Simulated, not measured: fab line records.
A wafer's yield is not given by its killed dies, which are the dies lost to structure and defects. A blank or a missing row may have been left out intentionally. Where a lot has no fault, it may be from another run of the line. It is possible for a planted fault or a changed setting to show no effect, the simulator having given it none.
fab line records    flow sky130    part 2 of 2: steps 36 to 42 of 42
record lots=5  wafers=15  lastDay=51
route steps=708 shown GATE_OXIDE@193 POLY_GATE@204 RES_PROTECT@206
lots with no fault: from the same line, run without faults
startH: hours from the record's first day to the start of the lot's first wafer shown    waitH: hours from the lot's prior step to this one    " repeats the value in the row above    L1.1+2: one row covering several wafers at once    - either no value or no given start    * or withheld: withheld    < > ~ a bound
route shown NAME@n: NAME is a module with steps in the file, n the number in the route of the first one    usual: mean/standard deviation taken from wafers without a fault    same: alike in all rows    chamber/n: place in a boat    sites: readings site by site    _std_site: standard deviation of those values    _edge_site: mean of outer sites minus mean of inner sites    radiusMm: for every site, how far away it sits from the centre of the wafer    mask NAME#n: copy n    behind: the most recent tool/chamber to have shaped the wafer    hold: why the lot was held/for how many hours/how that ended    device: the n, p or np transistor that did not switch    end of line: tests of these same wafers at the route's end    a step without rows: its recipe alone    killed: at the first sort, the dies lost to defects and structure; wafer yield is something else    map: dies across one wafer; x = killed, . = not, _ = none there
set.NAME: the setting that was run; set.NAME@STEP: the one run at that earlier step    model.NAME: the simulator's own value behind a step, which no gauge read
lots at some steps of the route; a table a step, a row a wafer
services: the hour from which a tool's chamber was out of use, counted from the record's first day as startH (under 0 if before that day), plus the number of hours and why
## steps
# step SKY_POLY_GATE_OVL_MEAS_14
# usual POLY_GATE_OVL=-2/5.6
lot.wafer  tool        chamber  startH  waitH  POLY_GATE_OVL[nm]
L077.1     overlay-01  -        414.66  0.1    -6
L077.2     "           -        "       "      -2
L077.5     "           -        "       "      -2
L080.3     overlay-01  -        438.52  0.1    -1
L080.4     "           -        "       "      -1
L080.6     "           -        "       "      3
L085.2     overlay-01  -        485.88  0.1    -4
L085.5     "           -        "       "      0
L085.6     "           -        "       "      0
L087.1     overlay-01  -        503.42  0.1    2
L087.2     "           -        "       "      -7
L087.3     "           -        "       "      -2
L094.2     overlay-02  -        569.42  0.1    -11
L094.3     "           -        "       "      -11
L094.6     "           -        "       "      -13
# step SKY_POLY_GATE_ETCH_15
# recipe chemistry=N2/H2  target=BARC  ionEnergyEv=200  sourceW=500  biasW=100  pressureMtorr=30  n2FlowSccm=100  h2FlowSccm=200  stopOn=SiO2  timeS=118.5  targetDepthA=1100
# usual drypumpMotorCurrentA=5.75/0.3  oesProductAu=0.716/0.0045  throttleValvePct=13.213/0.0091
lot.wafer  tool        chamber  startH  waitH  drypumpMotorCurrentA  oesProductAu  rfHoursCounterH  throttleValvePct
L077.1     rieDiel-01  1        414.70  0.0    5.89                  0.721         90               13.197
L077.2     "           0        "       "      6.15                  0.713         4                13.227
L077.5     "           0        "       "      6.15                  0.715         -                13.223
L080.3     rieDiel-03  0        438.55  0.0    5.73                  0.707         73               13.196
L080.4     "           3        "       "      5.88                  0.719         51               13.202
L080.6     "           2        "       "      5.63                  0.719         -                13.198
L085.2     rieDiel-01  2        485.91  0.0    5.54                  0.727         0                13.226
L085.5     "           0        "       "      6.13                  0.723         -                13.218
L085.6     "           1        "       "      5.92                  0.716         -                13.210
L087.1     rieDiel-03  3        503.45  0.0    5.89                  0.717         52               13.211
L087.2     "           2        "       "      5.62                  0.716         69               13.211
L087.3     "           0        "       "      5.71                  0.710         74               13.218
L094.2     rieDiel-01  3        569.45  0.0    5.07                  0.711         14               13.202
L094.3     "           1        "       "      5.89                  0.717         1                13.215
L094.6     "           1        "       "      5.89                  0.722         -                13.213
# step SKY_POLY_GATE_ETCH_16
# recipe stopOn=poly-Si  chemistry=CH3F/O2  target=Si3N4  sourceW=400  biasW=80  pressureMtorr=25  ch3fFlowSccm=40  O2_flow_sccm=30  timeS=147.5  targetDepthA=750
# usual drypumpMotorCurrentA=5.75/0.29  oesProductAu=0.641/0.0051  throttleValvePct=10.534/0.0093
lot.wafer  tool        chamber  startH  waitH  drypumpMotorCurrentA  oesProductAu  rfHoursCounterH  throttleValvePct
L077.1     rieDiel-01  1        414.78  0.0    5.89                  0.638         90               10.543
L077.2     "           0        "       "      6.15                  0.631         4                10.540
L077.5     "           0        "       "      6.15                  0.643         -                10.532
L080.3     rieDiel-03  0        438.63  0.0    5.71                  0.649         74               10.531
L080.4     "           3        "       "      5.87                  0.641         51               10.524
L080.6     "           2        "       "      5.59                  0.649         -                10.530
L085.2     rieDiel-01  2        485.99  0.0    5.53                  0.634         0                10.535
L085.5     "           0        "       "      6.14                  0.642         -                10.539
L085.6     "           1        "       "      5.89                  0.636         -                10.521
L087.1     rieDiel-03  3        503.54  0.0    5.86                  0.632         52               10.533
L087.2     "           2        "       "      5.60                  0.635         69               10.540
L087.3     "           0        "       "      5.71                  0.647         74               10.538
L094.2     rieDiel-01  3        569.54  0.0    5.07                  0.642         14               10.540
L094.3     "           1        "       "      5.90                  0.647         1                10.525
L094.6     "           1        "       "      5.88                  0.637         -                10.546
# step SKY_POLY_GATE_ETCH_17
# recipe targetDepthNm=180  stopOn=SiO2  overEtchFrac=0.56667  chemistry=HBr/Cl2  target=poly-Si  icpW=400  biasW=100  pressureMtorr=10  HBr_flow_sccm=150  Cl2_flow_sccm=50  timeS=70.5
# usual drypumpMotorCurrentA=5.8/0.31  heBacksideLeakSccm=2.65/0.24  oesProductAu=0.982/0.007  throttleValvePct=33.684/0.0081
lot.wafer  tool      chamber  startH  waitH  drypumpMotorCurrentA  heBacksideLeakSccm  oesProductAu  rfHoursCounterH  throttleValvePct
L077.1     rieSi-01  0        414.88  0.0    6.0                   2.61                0.974         1                33.675
L077.2     "         3        "       "      5.7                   2.32                0.969         40               33.691
L077.5     "         2        "       "      5.6                   2.71                0.985         -                33.677
L080.3     rieSi-01  0        438.73  0.0    6.1                   2.83                0.980         1                33.680
L080.4     "         2        "       "      5.6                   2.76                0.977         68               33.674
L080.6     "         2        "       "      5.6                   2.83                0.985         -                33.683
L085.2     rieSi-02  0        486.09  0.0    5.6                   2.44                0.980         5                33.681
L085.5     "         3        "       "      5.2                   2.56                0.986         -                33.684
L085.6     "         0        "       "      5.6                   2.49                0.978         -                33.681
L087.1     rieSi-02  1        503.64  0.0    6.3                   2.66                0.989         4                33.694
L087.2     "         3        "       "      5.2                   2.74                0.983         3                33.673
L087.3     "         0        "       "      5.6                   2.36                0.992         5                33.682
L094.2     rieSi-01  1        569.64  0.0    5.8                   2.47                0.980         1                33.684
L094.3     "         0        "       "      6.1                   2.53                0.978         2                33.692
L094.6     "         1        "       "      5.8                   2.46                0.973         -                33.684
# step SKY_POLY_GATE_STRIP_18
# recipe chemistry=O2/N2  powerW=1400  pressureMtorr=1500  platenTempC=withheld  o2FlowSccm=3000  n2FlowSccm=300  overashFraction=0.5
# usual drypumpMotorCurrentA=5.8/0.51  o2FlowSccm=3001/8.3  oesProductAu=0.361/0.0051  stripTimeToEndpointS=3.18/0.036
lot.wafer  tool            chamber  startH  waitH  drypumpMotorCurrentA  o2FlowSccm  oesProductAu  rfHoursCounterH  stripTimeToEndpointS
L077.1     plasmaAsher-04  1        414.94  0.0    5.7                   2992        0.366         31               3.12
L077.2     "               0        "       "      6.0                   2991        0.361         31               3.20
L077.5     "               0        "       "      6.0                   2992        0.362         -                3.14
L080.3     plasmaAsher-03  0        438.82  0.1    5.0                   2996        0.359         -                3.17
L080.4     "               1        "       "      6.7                   2992        0.361         -                3.12
L080.6     "               1        "       "      6.7                   3004        0.364         -                3.20
L085.2     plasmaAsher-02  1        486.14  0.0    6.0                   3003        0.361         70               3.18
L085.5     "               0        "       "      5.6                   2999        0.355         -                3.18
L085.6     "               1        "       "      6.0                   3023        0.352         -                3.11
L087.1     plasmaAsher-03  1        503.69  0.0    6.7                   2990        0.362         7                3.12
L087.2     "               0        "       "      4.9                   3005        0.362         7                3.19
L087.3     "               0        "       "      5.0                   3006        0.359         -                3.19
L094.2     plasmaAsher-04  0        569.69  0.0    6.0                   2989        0.359         46               3.16
L094.3     "               1        "       "      5.7                   3000        0.360         -                3.14
L094.6     "               0        "       "      6.0                   2989        0.362         -                3.16
# step SKY_POLY_GATE_CLEAN_19
# recipe chemistry=SC1/SC2  mix=1:4:20  tempC=70  timeS=150  dry=n2Spin
lot.wafer   tool         chamber  startH  waitH
L077.1+2+5  wetBench-03  3        415.04  0.1
L080.3+4+6  wetBench-04  3        438.89  0.0
L085.2+5+6  wetBench-03  1        486.24  0.1
L087.1+2+3  wetBench-04  1        503.79  0.1
L094.2+3+6  wetBench-02  0        569.79  0.1
# step SKY_POLY_GATE_OXIDATION_20
# recipe tempC=850  ambient=O2  stabiliseS=600  purgeS=300  targetThkA=40  oxTimeS=899
# usual spikeTcBottomC=865.2/1.8
# same purgeS=300
lot.wafer  tool        chamber  startH  waitH  spikeTcBottomC
L077.1     furnace-01  0        416.63  1.5    866.1
L077.2     "           0        "       "      867.2
L077.5     "           0        "       "      865.7
L080.3     furnace-01  0        438.94  0.0    866.6
L080.4     "           0        "       "      866.3
L080.6     "           0        "       "      868.2
L085.2     furnace-02  0        486.29  0.0    865.6
L085.5     "           0        "       "      863.5
L085.6     "           0        "       "      863.9
L087.1     furnace-02  0        503.84  0.0    864.2
L087.2     "           0        "       "      864.7
L087.3     "           0        "       "      864.5
L094.2     furnace-02  0        569.84  0.0    863.7
L094.3     "           0        "       "      862.5
L094.6     "           0        "       "      863.0
## services
tool             chamber  startH  hours  kind
rieDiel-01       0        334.02  8.3    repair
furnace-02       -        342.02  2.5    pm
rieDiel-03       3        358.33  6.2    repair
ilineStepper-01  -        371.18  1.7    pm
plasmaAsher-03   -        374.58  0.4    repair
ilineStepper-01  -        391.15  4.8    repair
plasmaAsher-03   -        421.30  9.0    pm
ilineStepper-02  -        436.05  2.1    pm
ilineStepper-02  -        444.33  1.7    pm
furnace-02       -        450.37  2.9    pm
lpcvd-01         -        470.92  6.0    pm
lpcvd-02         -        486.14  1.7    repair
rieDiel-01       1        490.17  16.7   repair
rieDiel-03       -        504.18  4.3    pm
lpcvd-02         -        507.76  1.0    repair
rieDiel-03       2        509.12  3.1    repair
rieDiel-03       0        518.78  4.1    repair
ilineStepper-01  -        525.30  12.7   repair
rieDiel-01       0        525.45  5.3    repair
furnace-01       -        534.90  3.6    pm
wetBench-01      -        536.75  1.0    repair
furnace-01       -        543.92  3.1    pm
ilineStepper-01  -        549.89  0.6    repair
rieDiel-03       3        564.55  1.2    repair
